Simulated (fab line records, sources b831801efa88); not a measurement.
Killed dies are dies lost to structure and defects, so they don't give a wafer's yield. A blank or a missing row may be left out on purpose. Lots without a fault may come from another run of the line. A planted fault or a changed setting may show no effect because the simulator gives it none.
fab line records | flow sky130
record lots=13 wafers=39 last_day=50
route steps=708 shown SD_P@359 LI_CONTACT@375 LOCAL_INTERCONNECT@387
lots that met no fault: from a run of the same line without faults
start_h: hours from the record's first day to the start of the lot's first wafer shown | wait_h: hours since the lot's step before | " the same as in the row above | L1.1+2: a row that stands for several wafers | - no value, or no start given | * or withheld: withheld | < > ~ a bound
route shown NAME@n: a module of which the file shows steps, and the number in the route of the first | usual: mean/standard deviation of fault-free wafers | same: alike in all rows | chamber/n: place in a boat | sites: the reading at each site | _std_site: their standard deviation | _edge_site: outer sites' mean less inner sites' | radius_mm: how far each site lies from the wafer's centre | mask NAME#n: copy n | behind: the tool/chamber that last shaped the wafer | hold: why the lot was held/for how many hours/how that ended | device: the transistor (n, p or np) that didn't switch | end of line: the same wafers' tests at the end of the route | a step without rows: its recipe alone | killed: dies lost to structure and defects at the first sort, not the wafer's yield | map: a wafer's dies, x killed, . not, _ none there
set.NAME: the setting as run; set.NAME@STEP: as run at that earlier step | model.NAME: the simulator's own value behind a step, which no gauge read
steps of the route over a sample of lots; a table a step, a row a wafer
services: from which hour (start_h, from the record's first day; less than 0 if before it) a tool's chamber was out of use, for how many hours, and why
## steps
# step SKY_SD_N_RS_MEAS_17
# recipe thk_meas_gauge=four-point-probe
# usual SD_P_RS=146.9/0.35
# columns lot.wafer tool chamber start_h wait_h SD_P_RS[ohm/sq]
L517.1 film_metro-01 - 652.80 0.1 147.3
L517.3 " - " " 147.0
L517.4 " - " " 147.0
L518.1 film_metro-03 - 657.05 0.1 147.2
L518.2 " - " " 146.7
L518.5 " - " " 147.4
L520.1 film_metro-02 - 676.79 0.1 147.0
L520.3 " - " " 147.1
L520.5 " - " " 147.4
L522.1 film_metro-03 - 696.19 0.1 146.4
L522.4 " - " " 146.6
L522.5 " - " " 147.1
L526.3 film_metro-03 - 722.55 0.1 146.6
L526.5 " - " " 146.7
L526.6 " - " " 146.6
L529.3 film_metro-03 - 737.49 0.1 147.1
L529.4 " - " " 147.1
L529.5 " - " " 147.3
L530.1 film_metro-03 - 747.85 0.1 146.9
L530.2 " - " " 147.0
L530.3 " - " " 147.3
L532.1 film_metro-02 - 763.71 0.1 146.9
L532.3 " - " " 147.2
L532.6 " - " " 146.7
L533.1 film_metro-01 - 778.86 0.1 146.6
L533.3 " - " " 146.7
L533.6 " - " " 146.8
L534.1 film_metro-01 - 794.11 0.1 147.1
L534.2 " - " " 146.7
L534.4 " - " " 147.0
L535.2 film_metro-02 - 796.28 0.1 146.2
L535.3 " - " " 147.0
L535.4 " - " " 146.4
L538.1 film_metro-01 - 813.71 0.1 146.4
L538.5 " - " " 146.9
L538.6 " - " " 146.7
L540.3 film_metro-01 - 825.60 0.1 146.7
L540.4 " - " " 146.4
L540.5 " - " " 146.4
# step SKY_LI_CONTACT_OVL_MEAS_13
# usual LI_CONTACT_OVL=4/5.4
# columns lot.wafer tool chamber start_h wait_h LI_CONTACT_OVL[nm]
L517.1 overlay-01 - 681.79 0.1 0
L517.3 " - " " 2
L517.4 " - " " -3
L518.1 overlay-01 - 686.55 0.1 7
L518.2 " - " " 12
L518.5 " - " " 11
L520.1 overlay-01 - 705.62 0.1 2
L520.3 " - " " 3
L520.5 " - " " -2
L522.1 overlay-01 - 724.34 0.1 -7
L522.4 " - " " 5
L522.5 " - " " -11
L526.3 overlay-01 - 750.91 0.1 3
L526.5 " - " " -3
L526.6 " - " " 1
L529.3 overlay-01 - 765.70 0.1 4
L529.4 " - " " 10
L529.5 " - " " 0
L530.1 overlay-01 - 775.92 0.1 11
L530.2 " - " " 6
L530.3 " - " " 6
L532.1 overlay-02 - 791.89 0.1 0
L532.3 " - " " -2
L532.6 " - " " -5
L533.1 overlay-01 - 805.42 0.1 -6
L533.3 " - " " -2
L533.6 " - " " 2
L534.1 overlay-01 - 821.50 0.1 14
L534.2 " - " " 10
L534.4 " - " " 6
L535.2 overlay-02 - 823.45 0.1 2
L535.3 " - " " 2
L535.4 " - " " 1
L538.1 overlay-01 - 840.07 0.1 9
L538.5 " - " " 1
L538.6 " - " " 8
L540.3 overlay-02 - 853.12 0.1 4
L540.4 " - " " 8
L540.5 " - " " 11
# step SKY_LI_CONTACT_ETCH_15
# recipe target=PSG chemistry=C4F8/O2/Ar stop_on=Si taper_deg=4.15 mask_material=KrF-thick source_w=1500 bias_w=1200 pressure_mtorr=40 c4f8_flow_sccm=withheld O2_flow_sccm=6 Ar_flow_sccm=300 time_s=withheld target_depth_a=6000
# usual bias_w=1200/3.6 oes_product_au=0.838/0.0045
# columns lot.wafer tool chamber start_h wait_h bias_w oes_product_au
L517.1 rie_diel-01 0 681.87 0.0 1202 0.843
L517.3 " 2 " " 1209 0.828
L517.4 " 2 " " 1205 0.846
L518.1 rie_diel-02 2 686.63 0.0 1199 0.843
L518.2 " 3 " " 1195 0.843
L518.5 " 3 " " 1198 0.837
L520.1 rie_diel-03 2 705.69 0.0 1196 0.837
L520.3 " 1 " " 1200 0.832
L520.5 " 2 " " 1199 0.837
L522.1 rie_diel-03 1 724.42 0.0 1196 0.839
L522.4 " 2 " " 1194 0.838
L522.5 " 0 " " 1211 0.837
L526.3 rie_diel-02 2 750.98 0.0 1198 0.833
L526.5 " 2 " " 1200 0.839
L526.6 " 3 " " 1200 0.831
L529.3 rie_diel-02 3 765.77 0.0 1201 0.849
L529.4 " 1 " " 1201 0.842
L529.5 " 0 " " 1199 0.835
L530.1 rie_diel-03 2 775.99 0.0 1202 0.838
L530.2 " 0 " " 1198 0.840
L530.3 " 1 " " 1200 0.838
L532.1 rie_diel-03 0 791.97 0.0 1198 0.841
L532.3 " 1 " " 1199 0.831
L532.6 " 3 " " 1200 0.841
L533.1 rie_diel-02 0 805.49 0.0 1197 0.843
L533.3 " 2 " " 1193 0.839
L533.6 " 3 " " 1204 0.835
L534.1 rie_diel-03 3 821.58 0.0 1198 0.836
L534.2 " 0 " " 1198 0.830
L534.4 " 2 " " 1202 0.839
L535.2 rie_diel-03 2 823.52 0.0 1193 0.833
L535.3 " 0 " " 1199 0.830
L535.4 " 1 " " 1195 0.832
L538.1 rie_diel-01 2 840.14 0.0 1196 0.839
L538.5 " 2 " " 1199 0.838
L538.6 " 3 " " 1204 0.840
L540.3 rie_diel-02 3 853.19 0.0 1201 0.839
L540.4 " 1 " " 1198 0.829
L540.5 " 3 " " 1200 0.833
# step SKY_LOCAL_INTERCONNECT_SPUTTER_00
# recipe material=TiN target_thk_nm=100 temp_c=300 power_w=6500 time_s=83.3 chamber_pressure_pa=0.4
# usual cathode_dc_power_W=6499.9/1.2 chamber_pressure_pa=0.4000/0.0009 throttle_valve_pct=30.2/0.88
# columns lot.wafer tool chamber start_h wait_h cathode_dc_power_W chamber_pressure_pa throttle_valve_pct
L517.1 pvd_sputter-02 - 683.01 0.2 6501.2 0.4010 30.3
L517.3 " - " " 6498.1 0.3995 29.9
L517.4 " - " " 6500.6 0.3985 30.8
L518.1 pvd_sputter-03 - 687.76 0.2 6500.2 0.4002 29.1
L518.2 " - " " 6497.2 0.3996 31.1
L518.5 " - " " 6498.8 0.4016 31.5
L520.1 pvd_sputter-03 - 706.82 0.1 6500.3 0.4009 31.1
L520.3 " - " " 6500.6 0.4007 31.2
L520.5 " - " " 6500.5 0.3995 31.5
L522.1 pvd_sputter-02 - 725.54 0.1 6500.5 0.4000 30.8
L522.4 " - " " 6502.5 0.3997 28.5
L522.5 " - " " 6499.2 0.3997 30.1
L526.3 pvd_sputter-03 - 752.11 0.1 6499.7 0.3993 29.4
L526.5 " - " " 6499.1 0.3991 31.4
L526.6 " - " " 7871.4 0.3998 31.6
L529.3 pvd_sputter-04 - 766.89 0.2 6499.6 0.4010 31.1
L529.4 " - " " 6499.2 0.3988 29.9
L529.5 " - " " 6499.5 0.3993 29.8
L530.1 pvd_sputter-04 - 777.12 0.2 6501.3 0.3988 29.6
L530.2 " - " " 6499.8 0.3997 29.5
L530.3 " - " " 6499.7 0.4003 31.3
L532.1 pvd_sputter-02 - 793.09 0.2 6501.9 0.4005 28.4
L532.3 " - " " 6500.8 0.4007 29.9
L532.6 " - " " 6498.3 0.3999 30.6
L533.1 pvd_sputter-02 - 806.62 0.2 6501.7 0.4009 30.1
L533.3 " - " " 6498.7 0.4008 29.9
L533.6 " - " " 6500.2 0.3994 29.9
L534.1 pvd_sputter-02 - 822.70 0.2 6501.7 0.3988 29.9
L534.2 " - " " 6501.1 0.3991 30.9
L534.4 " - " " 6501.0 0.4003 28.2
L535.2 pvd_sputter-04 - 824.64 0.1 6500.0 0.4008 30.8
L535.3 " - " " 6498.5 0.4005 31.3
L535.4 " - " " 6500.7 0.4015 29.7
L538.1 pvd_sputter-03 - 841.27 0.2 6499.8 0.3987 30.7
L538.5 " - " " 6497.9 0.3997 28.9
L538.6 " - " " 6500.9 0.3984 31.1
L540.3 pvd_sputter-04 - 854.37 0.2 6500.0 0.3988 29.8
L540.4 " - " " 6499.9 0.4014 29.5
L540.5 " - " " 6499.3 0.4003 29.8
# step SKY_LOCAL_INTERCONNECT_RS_MEAS_01
# recipe thk_meas_gauge=four-point-probe reads=TiN_of_LOCAL_INTERCONNECT_SPUTTER_00
# usual LOCAL_INTERCONNECT_TIN_RS=14.11/0.11
# columns lot.wafer tool chamber start_h wait_h LOCAL_INTERCONNECT_TIN_RS[ohm/sq]
L517.1 film_metro-03 - 683.07 0.0 14.09
L517.3 " - " " 14.01
L517.4 " - " " 13.91
L518.1 film_metro-03 - 687.83 0.0 14.07
L518.2 " - " " 14.03
L518.5 " - " " 14.03
L520.1 film_metro-04 - 706.88 0.0 13.95
L520.3 " - " " 14.00
L520.5 " - " " 13.94
L522.1 film_metro-04 - 725.60 0.0 14.20
L522.4 " - " " 14.09
L522.5 " - " " 14.11
L526.3 film_metro-02 - 752.22 0.1 14.11
L526.5 " - " " 14.06
L526.6 " - " " 11.48
L529.3 film_metro-02 - 766.99 0.1 14.24
L529.4 " - " " 14.21
L529.5 " - " " 14.20
L530.1 film_metro-04 - 777.18 0.0 13.95
L530.2 " - " " 14.06
L530.3 " - " " 14.09
L532.1 film_metro-03 - 793.15 0.0 14.27
L532.3 " - " " 14.17
L532.6 " - " " 14.15
L533.1 film_metro-04 - 806.68 0.0 14.06
L533.3 " - " " 14.18
L533.6 " - " " 14.11
L534.1 film_metro-04 - 822.76 0.0 14.20
L534.2 " - " " 14.04
L534.4 " - " " 14.18
L535.2 film_metro-02 - 824.72 0.1 14.01
L535.3 " - " " 13.96
L535.4 " - " " 14.03
L538.1 film_metro-04 - 841.33 0.0 14.04
L538.5 " - " " 14.12
L538.6 " - " " 14.09
L540.3 film_metro-04 - 854.48 0.1 14.09
L540.4 " - " " 14.23
L540.5 " - " " 14.18
# step SKY_LOCAL_INTERCONNECT_THK_MEAS_02
# recipe thk_meas_gauge=xrf reads=TiN_of_LOCAL_INTERCONNECT_SPUTTER_00
# usual LOCAL_INTERCONNECT_TIN_THK=99.4/0.82
# columns lot.wafer tool chamber start_h wait_h LOCAL_INTERCONNECT_TIN_THK[nm]
L517.1 film_metro-03 - 683.19 0.1 99.8
L517.3 " - " " 100.2
L517.4 " - " " 101.1
L518.1 film_metro-03 - 687.95 0.1 100.2
L518.2 " - " " 100.4
L518.5 " - " " 100.3
L520.1 film_metro-04 - 707.00 0.1 100.8
L520.3 " - " " 100.2
L520.5 " - " " 100.8
L522.1 film_metro-04 - 725.72 0.1 98.8
L522.4 " - " " 99.9
L522.5 " - " " 99.0
L526.3 film_metro-02 - 752.32 0.1 98.1
L526.5 " - " " 99.6
L526.6 " - " " 120.4
L529.3 film_metro-02 - 767.09 0.1 98.0
L529.4 " - " " 98.4
L529.5 " - " " 98.6
L530.1 film_metro-04 - 777.30 0.1 101.0
L530.2 " - " " 99.8
L530.3 " - " " 99.6
L532.1 film_metro-03 - 793.27 0.1 98.5
L532.3 " - " " 98.7
L532.6 " - " " 99.2
L533.1 film_metro-04 - 806.80 0.1 99.6
L533.3 " - " " 99.0
L533.6 " - " " 99.1
L534.1 film_metro-04 - 822.88 0.1 99.8
L534.2 " - " " 100.0
L534.4 " - " " 100.0
L535.2 film_metro-02 - 824.83 0.1 100.0
L535.3 " - " " 99.7
L535.4 " - " " 99.7
L538.1 film_metro-04 - 841.45 0.1 99.8
L538.5 " - " " 99.4
L538.6 " - " " 99.9
L540.3 film_metro-04 - 854.58 0.1 99.8
L540.4 " - " " 99.0
L540.5 " - " " 99.2
# step SKY_LOCAL_INTERCONNECT_METAL_ETCH_14
# recipe target_depth_nm=110 stop_on=PSG chemistry=Cl2/BCl3 target=TiN resist_sidewall_deg=88 pressure_mtorr=10 icp_w=900 bias_w=48.5 Cl2_flow_sccm=60 bcl3_flow_sccm=30 time_s=31.4
# usual bias_w=48.51/0.15 drypump_motor_current_A=5.4/0.34 oes_product_au=0.943/0.0058 throttle_valve_pct=21.901/0.0098
# columns lot.wafer tool chamber start_h wait_h bias_w drypump_motor_current_A oes_product_au rf_hours_counter_h throttle_valve_pct
L517.1 rie_metal-01 1 710.57 0.0 48.54 5.4 0.937 4 21.907
L517.3 " 0 " " 48.50 5.8 0.939 - 21.902
L517.4 " 1 " " 48.68 5.3 0.944 - 21.905
L518.1 rie_metal-01 1 716.11 0.0 48.54 5.3 0.948 4 21.900
L518.2 " 0 " " 48.54 5.8 0.941 7 21.893
L518.5 " 1 " " 48.65 5.3 0.952 - 21.910
L520.1 rie_metal-04 0 734.81 0.0 48.53 4.8 0.948 13 21.910
L520.3 " 1 " " 48.50 5.7 0.951 - 21.890
L520.5 " 0 " " 48.28 4.8 0.954 - 21.901
L522.1 rie_metal-02 1 752.72 0.0 48.38 5.4 0.944 13 21.912
L522.4 " 0 " " 48.71 5.1 0.942 - 21.917
L522.5 " 1 " " 48.47 5.4 0.941 - 21.900
L526.3 rie_metal-01 1 779.61 0.0 48.41 5.3 0.942 - 21.908
L526.5 " 1 " " 48.46 5.3 0.942 - 21.886
L526.6 " 0 " " 48.59 5.8 1.010 - 21.845
L529.3 rie_metal-04 1 794.63 0.0 48.66 5.7 0.935 - 21.920
L529.4 " 0 " " 48.69 4.9 0.940 - 21.912
L529.5 " 1 " " 48.60 5.7 0.947 - 21.903
L530.1 rie_metal-04 1 803.74 0.0 48.72 5.7 0.947 15 21.889
L530.2 " 0 " " 48.50 4.9 0.939 16 21.914
L530.3 " 0 " " 48.47 4.8 0.937 - 21.911
L532.1 rie_metal-04 1 819.42 0.0 48.29 5.7 0.937 15 21.898
L532.3 " 0 " " 48.36 4.8 0.942 - 21.898
L532.6 " 0 " " 48.54 4.8 0.938 - 21.894
L533.1 rie_metal-02 1 832.07 0.0 48.57 5.4 0.946 16 21.911
L533.3 " 0 " " 48.35 5.1 0.944 - 21.912
L533.6 " 1 " " 48.73 5.4 0.943 - 21.897
L534.1 rie_metal-01 0 849.37 0.0 48.61 5.8 0.942 12 21.896
L534.2 " 1 " " 48.71 5.3 0.941 8 21.897
L534.4 " 0 " " 48.66 5.8 0.940 - 21.912
L535.2 rie_metal-01 0 851.52 0.0 48.29 5.8 0.938 12 21.894
L535.3 " 1 " " 48.57 5.4 0.951 - 21.908
L535.4 " 0 " " 48.46 5.8 0.947 - 21.892
L538.1 rie_metal-01 1 867.72 0.0 48.22 5.3 0.937 9 21.907
L538.5 " 1 " " 48.27 5.3 0.942 - 21.900
L538.6 " 0 " " 48.41 5.8 0.948 - 21.907
L540.3 rie_metal-01 0 880.38 0.0 48.47 5.8 0.946 - 21.892
L540.4 " 1 " " 48.54 5.3 0.938 - 21.904
L540.5 " 0 " " 48.33 5.8 0.942 - 21.917
## services
# columns tool chamber start_h hours kind
rie_metal-04 - 661.98 14.6 pm
pvd_sputter-02 - 664.55 0.7 repair
rie_diel-03 1 671.73 6.3 repair
pvd_sputter-02 - 672.58 3.7 repair
rie_metal-02 0 678.98 2.7 repair
rie_diel-02 - 679.48 2.8 pm
rie_diel-03 - 681.75 2.8 pm
rie_metal-04 - 683.60 0.5 repair
rie_diel-03 2 684.59 6.7 repair
rie_metal-04 - 696.91 0.4 repair
rie_diel-03 3 708.56 15.6 repair
rie_metal-04 1 752.75 1.6 repair
rie_diel-02 2 759.69 8.5 repair
rie_diel-02 - 785.65 0.3 repair
rie_diel-02 3 803.67 1.5 repair
rie_metal-04 - 806.43 2.0 repair
rie_diel-02 1 811.93 5.0 repair
rie_metal-01 - 814.98 1.4 pm
pvd_sputter-03 - 816.81 5.6 repair
rie_metal-04 - 825.33 2.8 pm
pvd_sputter-02 - 842.51 5.4 repair
rie_metal-04 1 856.17 5.0 repair
rie_metal-01 - 874.49 0.3 repair
pvd_sputter-02 - 877.15 2.6 repair
## key
first_sign step=SKY_LOCAL_INTERCONNECT_SPUTTER_00 reading=cathode_dc_power_W direction=up sigmas=99+ usual=6499.9 struck=7871.4
effect step=SKY_LOCAL_INTERCONNECT_RS_MEAS_01 reading=LOCAL_INTERCONNECT_TIN_RS direction=down sigmas=24 usual=14.11 struck=11.48
effect step=SKY_LOCAL_INTERCONNECT_THK_MEAS_02 reading=LOCAL_INTERCONNECT_TIN_THK direction=up sigmas=26 usual=99.4 struck=120.4
effect step=SKY_LOCAL_INTERCONNECT_METAL_ETCH_14 reading=oes_product_au direction=up sigmas=12 usual=0.943 struck=1.010
met_at SKY_LOCAL_INTERCONNECT_SPUTTER_00
struck_lots L526
struck_wafers L526.6
later_rows_left_out L526.6
sort_left_out L526.6
tester_left_out L526
not_acting_at SKY_SD_N_RS_MEAS_17,SKY_LI_CONTACT_OVL_MEAS_13,SKY_LI_CONTACT_ETCH_15
onset_between 706.82 752.11
fault kind=process_parameter_drift tool=pvd_sputter-03 chamber=- onset_h=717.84 steps=SKY_LOCAL_INTERCONNECT_SPUTTER_00 channel=power_w offset=* shape=step end_h=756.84 acts_in=* stated=* scope=struck_wafers_only
# tester_left_out: of these lots the tester's yield and bins aren't shown, on N5 and GAA mostly nor the transistor test; their killed dies are dies lost to structure and defects alone, not to doping, threshold or leakage, so they don't give the yield
# sort_left_out: the simulated sort isn't trusted on such a fault, so these wafers' sort isn't shown, and their yield isn't known
# later_rows_left_out: the simulator's readings of these wafers behind a module that went badly wrong aren't trusted and aren't shown, but for the sort
